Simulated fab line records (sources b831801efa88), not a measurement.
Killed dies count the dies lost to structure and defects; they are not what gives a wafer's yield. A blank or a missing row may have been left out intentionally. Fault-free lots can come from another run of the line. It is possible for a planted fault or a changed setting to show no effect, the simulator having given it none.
Which tool did it? | flow sky130 | 11 lots with 33 wafers sampled at 4 steps, on a route of 708 steps

== WHAT EACH GAUGE READ, for each wafer ==
SKY_LDD_N_OVL_MEAS_07. Usual: LDD_N_OVL -0.3 nm, standard deviation 1.5.
lot  | measured     | on         | LDD_N_OVL (nm) | flag
L933 | day 17 22:05 | overlay-02 | -0.9 -1.1 1.1  |
L934 | day 17 22:24 | overlay-02 | 3.8 2.2 -0.5   |
L936 | day 18 19:56 | overlay-01 | -1.9 0.9 -0.8  |
L938 | day 19 11:40 | overlay-02 | -0.5 0.3 -0.5  |
L941 | day 20 22:48 | overlay-02 | - - -          | OFF
L944 | day 22 03:47 | overlay-01 | -0.1 -1.7 0.7  |
L949 | day 23 14:01 | overlay-01 | -1.2 -1.0 0.6  |
L950 | day 23 18:37 | overlay-01 | 2.2 1.6 -0.4   |
L952 | day 24 10:27 | overlay-02 | -0.1 1.3 0.0   |
L953 | day 24 23:39 | overlay-02 | -0.4 0.0 0.4   |
L956 | day 25 17:29 | overlay-02 | -1.7 -1.2 -1.1 |

SKY_LDD_N_TW_MEAS_17. Usual: LDD_N_TW 2589, standard deviation 14.
lot  | measured     | on            | LDD_N_TW       | flag
L933 | day 17 23:26 | film_metro-04 | 2593 2585 2597 |
L934 | day 17 23:45 | film_metro-02 | 2580 2571 2592 |
L936 | day 18 21:17 | film_metro-04 | 2600 2595 2593 |
L938 | day 19 13:00 | film_metro-01 | 2583 2584 2586 |
L941 | day 21 00:08 | film_metro-01 | 30 30 30       | OFF
L944 | day 22 05:08 | film_metro-04 | 2590 2586 2582 |
L949 | day 23 15:22 | film_metro-02 | 2577 2576 2567 |
L950 | day 23 19:58 | film_metro-04 | 2596 2606 2574 |
L952 | day 24 11:47 | film_metro-04 | 2600 2584 2592 |
L953 | day 25 03:31 | film_metro-02 | 2571 2565 2573 |
L956 | day 25 18:56 | film_metro-02 | 2565 2561 2572 |

SKY_LDD_P_TW_MEAS_11. Usual: LDD_P_TW 635, standard deviation 5.1.
lot  | measured     | on            | LDD_P_TW       | flag
L933 | day 19 05:42 | film_metro-04 | 641 643 642    |
L934 | day 19 06:17 | film_metro-04 | 641 643 636    |
L936 | day 20 05:00 | film_metro-03 | 629 629 630    |
L938 | day 20 19:34 | film_metro-04 | 645 640 640    |
L941 | day 22 07:19 | film_metro-03 | 2559 2560 2566 | OFF
L944 | day 23 11:39 | film_metro-04 | 637 637 637    |
L949 | day 24 21:24 | film_metro-02 | 634 637 634    |
L950 | day 25 01:27 | film_metro-04 | 639 643 639    |
L952 | day 25 17:43 | film_metro-02 | 634 632 632    |
L953 | day 26 08:50 | film_metro-02 | 641 645 640    |
L956 | day 27 00:07 | film_metro-03 | 631 629 627    |

== WHICH TOOL RAN EACH LOT (tool, then ch and the chambers of the sampled wafers, then the start) ==
lot  | SKY_LDD_N_EXPOSE_04
L933 | iline_stepper-01 ch 0, day 17 07:34
L934 | iline_stepper-02 ch 0, day 17 08:05
L936 | iline_stepper-01 ch 0, day 18 05:22
L938 | iline_stepper-02 ch 0, day 18 20:17
L941 | iline_stepper-02 ch 0, day 20 07:52
L944 | iline_stepper-02 ch 0, day 21 12:18
L949 | iline_stepper-02 ch 0, day 22 23:05
L950 | iline_stepper-01 ch 0, day 23 04:05
L952 | iline_stepper-02 ch 0, day 23 20:29
L953 | iline_stepper-02 ch 0, day 24 09:07
L956 | iline_stepper-01 ch 0, day 25 03:18
- SKY_LDD_N_EXPOSE_04: exposes mask NTM, target cd 840 nm.

== WHAT THE TOOLS THEMSELVES READ (means of the sampled wafers that have a number; where no wafer has one, the mark that the record gives instead) ==
The record holds no such reading with a usual standard deviation.

== THE ANSWER, worked out from the rows above alone ==
Rule: lot off if the mean of its wafers having a number is beyond 3 standard deviations from the usual mean. A lot without any number at a reading at which 4 lots or more have one is off too. The other lots that the step has rows for count as sound. Order of review: gauges by route order, followed by the tools' own readings, for which a lot's mean as printed above is used. At the first step where some lot is off, the reading lying furthest off is the one used; lots without a number count as furthest.
Off: L941, seen at SKY_LDD_N_OVL_MEAS_07 (LDD_N_OVL). Without a number there: L941.
If a tool, at a process step before that reading, ran all the lots that are off and no sound lot after the first of them, it fits. The gauges at SKY_LDD_N_OVL_MEAS_07 aren't tried: what is off there is off at SKY_LDD_N_TW_MEAS_17 too, on other tools, and a gauge's error can't cause that. Not one of the candidates tried fits.

== WHAT THE SIMULATOR HAD INSERTED ==
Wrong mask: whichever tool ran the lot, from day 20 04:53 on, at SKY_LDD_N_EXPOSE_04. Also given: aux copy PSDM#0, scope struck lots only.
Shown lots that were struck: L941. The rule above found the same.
